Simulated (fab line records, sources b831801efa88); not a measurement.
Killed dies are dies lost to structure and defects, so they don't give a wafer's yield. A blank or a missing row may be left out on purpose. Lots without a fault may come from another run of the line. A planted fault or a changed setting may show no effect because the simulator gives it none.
A struck lot beside a sound one | flow sky130 | 33 steps out of a route of 708
Sound: wafers L216.3, L216.4, L216.6. Struck: wafers L223.2, L223.6. The cause comes at the end.
At each step with rows: each side's tool, then ch and its chambers, then its first start. Under that, the readings that differ: sound wafers | struck wafers | difference of the means | sigmas: that difference in standard deviations of wafers without a fault.
alike: readings whose means differ by less than 2 such deviations, and words and numbers that are the same on both sides. not compared: withheld readings, readings that some wafer has no value for, bounds like >300 that may hide the same value, and numbers for which the record gives no deviation and whose values overlap.
The two part at a step that has a row with sigmas, a row that says differs or no value, or rows on one side only. Numbers that don't overlap but have no deviation are shown without sigmas and don't part them. A reading that every wafer of one side lacks parts them only if that side has two wafers or more.

first, 4 steps without rows for these wafers: SKY_LOCAL_INTERCONNECT_SOFTBAKE_07 (time 90 s); SKY_LOCAL_INTERCONNECT_EXPOSE_08 (exposes mask LI1M, target cd 170 nm); SKY_LOCAL_INTERCONNECT_PEB_09; SKY_LOCAL_INTERCONNECT_DEVELOP_10 (develop time 60 s).
SKY_LOCAL_INTERCONNECT_CD_MEAS_11: target cd 170 nm.
  sound on cd_sem-01, day 32 20:53; struck on cd_sem-01, day 35 02:40
  alike: cd_nm
SKY_LOCAL_INTERCONNECT_OVL_MEAS_12:
  sound on overlay-01, day 32 20:59; struck on overlay-02, day 35 02:47
  alike: LOCAL_INTERCONNECT_OVL
SKY_LOCAL_INTERCONNECT_ETCH_13: etches BARC in N2/H2, stops on SiO2, time 45.9 s, target depth 60 nm.
  sound on rie_metal-03 ch 0,1, day 32 21:02; struck on rie_metal-03 ch 1, day 35 02:50
  alike: drypump_motor_current_A, he_backside_leak_sccm, oes_product_au, throttle_valve_pct
  not compared: rf_hours_counter_h
SKY_LOCAL_INTERCONNECT_METAL_ETCH_14: etches TiN in Cl2/BCl3, stops on PSG, target depth 110 nm, time 31.4 s.
  sound on rie_metal-03 ch 0,1, day 32 21:05; struck on rie_metal-03 ch 1, day 35 02:57
  alike: drypump_motor_current_A, he_backside_leak_sccm, oes_product_au, throttle_valve_pct
  not compared: rf_hours_counter_h
SKY_LOCAL_INTERCONNECT_STRIP_15: strips in O2/N2.
  sound on plasma_asher-03 ch 0,1, day 32 21:10; struck on plasma_asher-03 ch 0, day 35 03:02
  alike: drypump_motor_current_A, oes_product_au, strip_time_to_endpoint_s
  not compared: rf_hours_counter_h
then, 3 steps without rows for these wafers: SKY_LOCAL_INTERCONNECT_STRIP_16 (strips in post etch residue remover, time 1200 s); SKY_LOCAL_INTERCONNECT_CLEAN_17 (cleans in IPA, time 180 s); SKY_LOCAL_INTERCONNECT_CLEAN_18 (cleans in O3/DIW).
SKY_CONTACT_CVD_00: deposits Si3N4, target thk 75 nm.
  sound on pecvd-02 ch 0,2, day 32 21:43; struck on pecvd-03 ch 0,2, day 35 03:38
  reading                                   | sound             | struck      | difference | sigmas
  heater_power_w (W)                        | 692 691 706       | 983 852     | +221       | +2
  model.Si3N4_of_CONTACT_CVD_00.thk_nm (nm) | 73.27 75.39 74.39 | 132.8 135.1 | +59.6      |
SKY_CONTACT_THK_MEAS_01:
  sound on film_metro-01, day 32 21:46; struck on film_metro-02, day 35 03:41
  reading                 | sound          | struck      | difference | sigmas
  CONTACT_CVD_00_THK (nm) | 73.3 75.4 74.5 | 132.7 135.2 | +59.5      | +72
then, 1 step without rows for these wafers: SKY_CONTACT_HDPCVD_02 (deposits SiO2, target thk 565 nm, time 94.2 s).
SKY_CONTACT_THK_MEAS_03:
  sound on film_metro-04, day 32 21:54; struck on film_metro-01, day 35 03:49
  alike: CONTACT_HDPCVD_THK
SKY_CONTACT_CMP_04: polishes SiO2.
  sound on cmp-01 ch 1,2,3, day 32 21:56; struck on cmp-01 ch 1,3, day 35 03:58
  alike: motor_current_A, slurry_filter_dp_kPa
SKY_CONTACT_BOW_MEAS_05:
  sound on film_metro-01, day 32 22:17; struck on film_metro-01, day 35 04:11
  alike: CONTACT_BOW
then, 8 steps without rows for these wafers: SKY_CONTACT_DEHYDRATE_06 (time 60 s); SKY_CONTACT_HMDS_07 (prime time 60 s); SKY_CONTACT_COAT_08 (resist thk 60 nm); SKY_CONTACT_COAT_09 (resist thk 450 nm); SKY_CONTACT_SOFTBAKE_10 (time 90 s); SKY_CONTACT_EXPOSE_11 (exposes mask CTM1, target cd 170 nm); SKY_CONTACT_PEB_12; SKY_CONTACT_DEVELOP_13 (develop time 60 s).
SKY_CONTACT_CD_MEAS_14: target cd 170 nm.
  sound on cd_sem-01, day 34 01:06; struck on cd_sem-02, day 36 06:28
  alike: cd_nm
SKY_CONTACT_OVL_MEAS_15:
  sound on overlay-01, day 34 01:11; struck on overlay-02, day 36 06:34
  alike: CONTACT_OVL
SKY_CONTACT_ETCH_16: etches BARC in N2/H2, stops on SiO2, time 45.9 s, target depth 60 nm.
  sound on rie_diel-04 ch 2,3, day 34 01:13; struck on rie_diel-04 ch 0,1, day 36 06:35
  alike: drypump_motor_current_A, oes_product_au, throttle_valve_pct
  not compared: rf_hours_counter_h
then, 1 step without rows for these wafers: SKY_CONTACT_ETCH_17 (etches SiO2 in C4F8/O2/Ar, stops on Si3N4, target depth 340 nm).
SKY_CONTACT_ETCH_18: etches Si3N4 in CHF3/O2, stops on TiN, time 39 s, target depth 75 nm.
  sound on rie_diel-04 ch 2,3; struck on rie_diel-04 ch 0,1
  reading                  | sound             | struck      | difference | sigmas
  oes_product_au (a.u.)    | 0.843 0.855 0.858 | 0.996 1.005 | +0.148     | +22
  throttle_valve_pct (%)   | 8.782 8.803 8.777 | 8.821 8.816 | +0.031     | +3
  model.etch.depth_nm (nm) | 73.27 75.39 74.39 | 97.5 98.68  | +23.7      |
  alike: drypump_motor_current_A
  not compared: rf_hours_counter_h
then, 1 step without rows for these wafers: SKY_CONTACT_STRIP_19 (strips in O2/N2).
-- the record jumps here: 13 days lie between the struck wafers' starts before and after (it left off in module CONTACT and takes up again in module PAD_OPEN, whose first step shown is number 708 of the route) --
SKY_PAD_OPEN_PROBE_99:
  sound on prober-01, day 47 16:16; struck on prober-02, day 49 07:35
  reading            | sound    | struck  | difference | sigmas
  killed_at_contacts | 28 23 21 | 411 426 | +394       | +72
  killed_dies        | 87 94 77 | 492 492 | +406       | +43
  killed_on_rim      | 18 13 17 | 96 96   | +80        | +21
  killed_short       | 45 39 32 | 63 45   | +15        | +2
  alike: killed_at_M0_to_M3, killed_at_M4_up, killed_at_front_end, killed_at_other, killed_open

WHERE THEY PART
First at SKY_CONTACT_CVD_00; last, within this record, at SKY_PAD_OPEN_PROBE_99.

WHY: what the simulator had put in
Process parameter drift: pecvd-03, from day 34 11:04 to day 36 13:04, at SKY_CONTACT_CVD_00. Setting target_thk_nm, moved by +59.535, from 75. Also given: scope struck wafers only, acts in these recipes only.
